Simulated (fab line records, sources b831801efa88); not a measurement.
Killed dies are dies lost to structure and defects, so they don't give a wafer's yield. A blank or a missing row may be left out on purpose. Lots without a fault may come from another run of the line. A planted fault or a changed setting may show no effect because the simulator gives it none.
fab line records | flow sky130
record lots=5 wafers=15 last_day=50
route steps=708 shown RES_PROTECT@214 POLY_GATE@217
lots that met no fault: from a run of the same line without faults
start_h: hours from the record's first day to the start of the lot's first wafer shown | wait_h: hours since the lot's step before | " the same as in the row above | L1.1+2: a row that stands for several wafers | - no value, or no start given | * or withheld: withheld | < > ~ a bound
route shown NAME@n: a module of which the file shows steps, and the number in the route of the first | usual: mean/standard deviation of fault-free wafers | same: alike in all rows | chamber/n: place in a boat | sites: the reading at each site | _std_site: their standard deviation | _edge_site: outer sites' mean less inner sites' | radius_mm: how far each site lies from the wafer's centre | mask NAME#n: copy n | behind: the tool/chamber that last shaped the wafer | hold: why the lot was held/for how many hours/how that ended | device: the transistor (n, p or np) that didn't switch | end of line: the same wafers' tests at the end of the route | a step without rows: its recipe alone | killed: dies lost to structure and defects at the first sort, not the wafer's yield | map: a wafer's dies, x killed, . not, _ none there
set.NAME: the setting as run; set.NAME@STEP: as run at that earlier step | model.NAME: the simulator's own value behind a step, which no gauge read
lots at some steps of the route; a table a step, a row a wafer
services: from which hour (start_h, from the record's first day; less than 0 if before it) a tool's chamber was out of use, for how many hours, and why
## steps
# step SKY_RES_PROTECT_STRIP_07
# recipe chemistry=O2/N2 power_w=1400 pressure_mtorr=1500 platen_temp_c=withheld o2_flow_sccm=3000 n2_flow_sccm=300 overash_fraction=0.5
# usual chamber_pressure_mTorr=1499.9/1.4 drypump_motor_current_A=5.4/0.47 oes_product_au=0.517/0.0047 strip_time_to_endpoint_s=23.29/0.039
# columns lot.wafer tool chamber start_h wait_h chamber_pressure_mTorr drypump_motor_current_A oes_product_au rf_hours_counter_h strip_time_to_endpoint_s
L075.1 plasma_asher-04 0 346.73 0.1 1500.3 6.0 0.518 62 23.23
L075.4 " 0 " " 1503.3 6.0 0.514 - 23.25
L075.6 " 0 " " 1499.8 6.0 0.524 - 23.26
L081.4 plasma_asher-03 1 400.30 0.1 1499.5 5.1 0.521 - 23.27
L081.5 " 0 " " 1499.5 5.0 0.521 - 23.26
L081.6 " 1 " " 1500.7 5.0 0.523 - 23.25
L089.3 plasma_asher-04 0 477.06 0.1 1500.3 6.0 0.517 - 23.34
L089.5 " 0 " " 1496.7 6.0 0.517 - 23.30
L089.6 " 1 " " 1497.3 5.5 0.515 - 23.32
L090.2 plasma_asher-02 0 486.53 0.1 1498.7 6.3 0.520 38 23.28
L090.5 " 1 " " 1497.4 5.2 0.518 - 23.27
L090.6 " 0 " " 1499.1 6.3 0.517 - 23.27
L094.2 plasma_asher-04 1 518.57 0.1 1498.1 5.5 0.507 77 23.27
L094.4 " 1 " " 1499.8 5.5 0.509 - 23.23
L094.6 " 0 " " 1502.2 6.0 0.525 - 23.20
# step SKY_RES_PROTECT_TW_MEAS_08
# usual POLY_GATE_TW=4015/23
# columns lot.wafer tool chamber start_h wait_h POLY_GATE_TW
L075.1 film_metro-04 - 346.83 0.1 4006
L075.4 " - " " 4039
L075.6 " - " " 4025
L081.4 film_metro-03 - 400.40 0.1 4027
L081.5 " - " " 4028
L081.6 " - " " 4018
L089.3 film_metro-03 - 477.15 0.1 4055
L089.5 " - " " 4040
L089.6 " - " " 4031
L090.2 film_metro-03 - 486.64 0.1 4004
L090.5 " - " " 3986
L090.6 " - " " 3983
L094.2 film_metro-02 - 518.68 0.1 3978
L094.4 " - " " 3978
L094.6 " - " " 4002
# step SKY_RES_PROTECT_CLEAN_09
# recipe chemistry=SC1/SC2 mix=1:4:20 temp_c=70 time_s=150 dry=n2_spin
# columns lot.wafer tool chamber start_h wait_h
L075.1+4+6 wet_bench-03 2 346.89 0.1
L081.4+5+6 wet_bench-02 2 400.43 0.0
L089.3+5+6 wet_bench-03 2 477.19 0.0
L090.2+5+6 wet_bench-03 3 486.69 0.0
L094.2+4+6 wet_bench-03 1 518.73 0.0
# step SKY_POLY_GATE_CVD_03
# recipe material=Si3N4 precursor=DCS/NH3 target_thk_nm=75 temp_c=770 time_s=1290 pressure_mtorr=250
# usual pressure_mtorr=250.1/0.53 spike_tc_centre_C=771.4/1.1 zone_power_bottom_pct=21.8/2.1
# columns lot.wafer tool chamber start_h wait_h pressure_mtorr spike_tc_centre_C zone_power_bottom_pct
L075.1 lpcvd-02 0 348.48 1.5 250.2 770.6 24.4
L075.4 " 0 " " 250.1 770.8 24.2
L075.6 " 0 " " 249.8 770.1 24.2
L081.4 lpcvd-02 0 401.64 1.2 249.3 769.5 24.1
L081.5 " 0 " " 249.6 771.1 24.3
L081.6 " 0 " " 249.7 770.1 23.9
L089.3 lpcvd-02 1 477.79 0.6 250.0 770.8 20.2
L089.5 " 1 " " 249.9 771.8 20.0
L089.6 " 1 " " 250.2 773.2 20.1
L090.2 lpcvd-02 1 486.74 0.0 249.4 770.7 20.3
L090.5 " 1 " " 249.7 773.0 19.8
L090.6 " 1 " " 250.3 772.6 20.5
L094.2 lpcvd-02 1 520.82 2.0 250.8 771.0 19.9
L094.4 " 1 " " 249.9 770.4 19.9
L094.6 " 1 " " 250.1 770.1 20.0
# step SKY_POLY_GATE_THK_MEAS_04
# recipe reads=Si3N4_of_POLY_GATE_CVD_03
# usual POLY_GATE_CVD_03_THK=74.5/0.93
# columns lot.wafer tool chamber start_h wait_h POLY_GATE_CVD_03_THK[nm]
L075.1 film_metro-02 - 349.84 0.0 73.1
L075.4 " - " " 74.5
L075.6 " - " " 73.3
L081.4 film_metro-01 - 403.02 0.0 73.0
L081.5 " - " " 73.5
L081.6 " - " " 73.0
L089.3 film_metro-04 - 479.17 0.0 73.2
L089.5 " - " " 73.9
L089.6 " - " " 74.1
L090.2 film_metro-02 - 488.11 0.0 75.4
L090.5 " - " " 74.8
L090.6 " - " " 74.9
L094.2 film_metro-01 - 522.87 0.0 76.1
L094.4 " - " " 76.1
L094.6 " - " " 75.7
# step SKY_POLY_GATE_DEHYDRATE_05
# recipe temp_c=200 time_s=60
# usual exhaust_pa=45.0/0.87
# columns lot.wafer tool chamber start_h wait_h exhaust_pa
L075.1 litho_track-03 0 363.41 13.6 44.2
L075.4 " 0 " " 45.7
L075.6 " 0 " " 46.4
L081.4 litho_track-02 0 417.11 14.1 45.2
L081.5 " 0 " " 46.3
L081.6 " 0 " " 44.2
L089.3 litho_track-03 0 494.01 14.8 45.3
L089.5 " 0 " " 43.9
L089.6 " 0 " " 43.6
L090.2 litho_track-02 0 503.31 15.2 45.7
L090.5 " 0 " " 45.0
L090.6 " 0 " " 45.2
L094.2 litho_track-02 0 536.86 14.0 44.5
L094.4 " 0 " " 44.6
L094.6 " 0 " " 43.3
# step SKY_POLY_GATE_HMDS_06
# recipe prime_time_s=60 prime_temp_c=120
# usual exhaust_pa=45.0/0.96
# same prime_time_s=60
# columns lot.wafer tool chamber start_h wait_h exhaust_pa
L075.1 litho_track-03 0 363.56 0.1 43.4
L075.4 " 0 " " 44.3
L075.6 " 0 " " 44.8
L081.4 litho_track-02 0 417.26 0.1 45.1
L081.5 " 0 " " 45.7
L081.6 " 0 " " 46.0
L089.3 litho_track-03 0 494.16 0.1 43.6
L089.5 " 0 " " 43.5
L089.6 " 0 " " 43.5
L090.2 litho_track-02 0 503.46 0.1 44.1
L090.5 " 0 " " 44.1
L090.6 " 0 " " 45.7
L094.2 litho_track-02 0 537.01 0.1 44.6
L094.4 " 0 " " 45.3
L094.6 " 0 " " 44.3
# step SKY_POLY_GATE_COAT_07
# recipe resist=BARC temp_c=withheld time_s=withheld spin_rpm=3000 resist_thk_nm=110
# usual exhaust_pa=45.0/0.9 spin_speed_rpm=2999.7/1.7
# columns lot.wafer tool chamber start_h wait_h exhaust_pa spin_speed_rpm
L075.1 litho_track-03 0 363.71 0.1 43.7 2999.0
L075.4 " 0 " " 42.3 2998.8
L075.6 " 0 " " 42.2 2996.9
L081.4 litho_track-02 0 417.41 0.1 45.3 2998.8
L081.5 " 0 " " 44.5 2999.0
L081.6 " 0 " " 46.0 2999.8
L089.3 litho_track-03 0 494.31 0.1 45.3 3001.5
L089.5 " 0 " " 45.2 3003.6
L089.6 " 0 " " 44.3 2999.0
L090.2 litho_track-02 0 503.61 0.1 45.5 3000.2
L090.5 " 0 " " 44.0 3001.5
L090.6 " 0 " " 45.2 2999.5
L094.2 litho_track-02 0 537.16 0.1 43.9 3001.3
L094.4 " 0 " " 43.5 2999.1
L094.6 " 0 " " 43.6 2999.5
# step SKY_POLY_GATE_COAT_08
# recipe resist=KrF-thick spin_rpm=3000 resist_thk_nm=450
# usual exhaust_pa=45.0/0.9 spin_speed_rpm=2999.6/1.8
# columns lot.wafer tool chamber start_h wait_h exhaust_pa spin_speed_rpm
L075.1 litho_track-03 0 - - 44.8 3001.5
L075.4 " 0 " " 43.9 2999.7
L075.6 " 0 " " 44.4 2998.2
L081.4 litho_track-02 0 - - 45.5 2999.5
L081.5 " 0 " " 44.4 2999.6
L081.6 " 0 " " 43.3 2998.2
L089.3 litho_track-03 0 - - 45.5 2999.7
L089.5 " 0 " " 46.1 3001.2
L089.6 " 0 " " 44.6 3000.9
L090.2 litho_track-02 0 - - 44.9 3002.8
L090.5 " 0 " " 45.3 3000.8
L090.6 " 0 " " 44.8 3001.7
L094.2 litho_track-02 0 - - 45.2 2999.9
L094.4 " 0 " " 45.2 3000.8
L094.6 " 0 " " 45.9 3001.0
# step SKY_POLY_GATE_SOFTBAKE_09
# recipe temp_c=100 time_s=90 resist=KrF-thick
# usual exhaust_pa=45.1/0.85
# columns lot.wafer tool chamber start_h wait_h exhaust_pa
L075.1 litho_track-03 0 - - 45.3
L075.4 " 0 " " 44.3
L075.6 " 0 " " 45.4
L081.4 litho_track-02 0 - - 43.9
L081.5 " 0 " " 44.9
L081.6 " 0 " " 45.5
L089.3 litho_track-03 0 - - 45.8
L089.5 " 0 " " 45.3
L089.6 " 0 " " 44.2
L090.2 litho_track-02 0 - - 45.0
L090.5 " 0 " " 45.7
L090.6 " 0 " " 46.3
L094.2 litho_track-02 0 - - 44.6
L094.4 " 0 " " 46.5
L094.6 " 0 " " 43.6
# step SKY_POLY_GATE_EXPOSE_10
# recipe mask_id=P1M na=0.68 source_shape=conventional sigma_outer=0.6 target_cd_nm=150 dose_mj=28
# usual reticle_temp_C=23.01/0.095
# columns lot.wafer tool chamber start_h wait_h mask reticle_temp_C
L075.1 krf_scanner-01 0 - - P1M#0 23.05
L075.4 " 0 " " P1M#0 23.02
L075.6 " 0 " " P1M#0 22.99
L081.4 krf_scanner-01 0 - - P1M#0 23.09
L081.5 " 0 " " P1M#0 22.99
L081.6 " 0 " " P1M#0 23.13
L089.3 krf_scanner-01 0 - - P1M#0 22.85
L089.5 " 0 " " P1M#0 22.97
L089.6 " 0 " " P1M#0 23.07
L090.2 krf_scanner-02 0 - - P1M#0 22.93
L090.5 " 0 " " P1M#0 23.01
L090.6 " 0 " " P1M#0 23.00
L094.2 krf_scanner-01 0 - - P1M#0 22.97
L094.4 " 0 " " P1M#0 22.79
L094.6 " 0 " " P1M#0 23.01
## services
# columns tool chamber start_h hours kind
krf_scanner-02 - 353.13 1.4 repair
plasma_asher-03 - 378.58 1.8 repair
plasma_asher-04 - 389.09 1.9 repair
krf_scanner-02 - 394.14 1.5 repair
plasma_asher-02 - 397.98 3.5 repair
plasma_asher-04 - 402.08 1.4 repair
plasma_asher-04 - 410.55 0.3 repair
plasma_asher-02 - 413.53 0.6 repair
krf_scanner-01 - 421.69 1.0 pm
plasma_asher-04 - 424.81 11.2 repair
krf_scanner-01 - 427.68 0.3 repair
krf_scanner-02 - 427.99 1.0 pm
plasma_asher-03 - 438.54 3.6 repair
plasma_asher-02 - 441.03 0.7 repair
krf_scanner-01 - 441.30 0.8 pm
krf_scanner-02 - 442.05 0.8 pm
krf_scanner-02 - 448.76 1.3 pm
plasma_asher-04 - 451.47 0.5 repair
krf_scanner-01 - 456.75 1.3 pm
wet_bench-02 - 460.24 2.2 repair
lpcvd-02 - 477.08 0.4 repair
krf_scanner-01 - 477.35 3.6 pm
plasma_asher-04 - 481.21 11.0 repair
krf_scanner-01 - 512.92 0.3 repair
## key
fault none
